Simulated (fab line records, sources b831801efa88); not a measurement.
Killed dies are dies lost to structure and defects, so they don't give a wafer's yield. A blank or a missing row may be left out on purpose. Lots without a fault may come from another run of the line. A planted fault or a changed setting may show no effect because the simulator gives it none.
One fault seen from 2 desks | flow gf180mcu | each desk has only its own numbers; what lay behind them comes last

THE METROLOGY DESK
What the gauges read, lot by lot, whatever tool the lot ran on: means of the sampled wafers that have a number. A lot is out of limits, marked OUT, if its mean lies more than 4 standard deviations from the usual mean; the brackets give that distance.
Columns: A = SAB_OVL at GF_SAB_OVL_MEAS_10, usual 0.0 nm; B = SALICIDE_TIN_RS at GF_SALICIDE_RS_MEAS_04, usual 16.4 ohm/sq; C = SALICIDE_TIN_THK at GF_SALICIDE_THK_MEAS_05, usual 20.19 nm
lot  | first seen here | A    | B    | C
L906 | day 15 22:29    | -1.1 | 16.0 | 20.46
L911 | day 17 16:05    | -0.9 | 16.4 | 20.31
L912 | day 18 01:29    | 2.0  | 16.3 | 19.90
L914 | day 18 21:02    | 2.2  | 16.1 | 20.10
L924 | day 22 06:56    | 0.0  | 16.5 | 19.97
L926 | day 23 00:37    | -1.5 | 16.6 | 20.11
This desk's finding: nothing out of limits on any of the 6 lots.

THE TOOL OWNER'S DESK: rtp_anneal-02
The tool's own readings at GF_SALICIDE_RTA_08 (time 30 s): means of the sampled wafers that have a number, for each lot that ran on this tool. A lot is out of limits, marked OUT, if its mean lies more than 4 standard deviations from the usual mean; the brackets give that distance.
Columns: A = lamp_power_pct at GF_SALICIDE_RTA_08, usual 16.3 %; B = run_length_s at GF_SALICIDE_RTA_08, usual 58.9 s; C = wafer_temp_C_max at GF_SALICIDE_RTA_08, usual 804.3
lot  | first seen here | A    | B                      | C
L911 | day 17 16:53    | 15.7 | 93.9 (+99 or more) OUT | 805.9
L914 | day 18 21:50    | 15.7 | 93.7 (+99 or more) OUT | 806.5
L924 | day 22 07:45    | 15.7 | 58.5                   | 806.9
L926 | day 23 01:27    | 15.8 | 58.6                   | 806.8
This desk's finding: out of limits on L911, L914; first on L911, day 17 16:53 (run_length_s at GF_SALICIDE_RTA_08). In limits: L924, L926.

PUT TOGETHER
The tool owner's desk could have raised an alarm at day 17 16:53, on L911, L914.
The metrology desk saw nothing out of limits.
The metrology desk has L911, L914 on record, within its limits.
Of the lots named, all ran GF_SALICIDE_RTA_08 on rtp_anneal-02.

WHAT THE SIMULATOR HAD PUT IN
Process parameter drift: rtp_anneal-02, from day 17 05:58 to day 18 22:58, at GF_SALICIDE_RTA_08. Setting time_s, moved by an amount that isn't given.
Lots struck among those shown: L911, L914.
Hours from the fault's start to each desk's first reading out of limits: the tool owner's desk, 11.
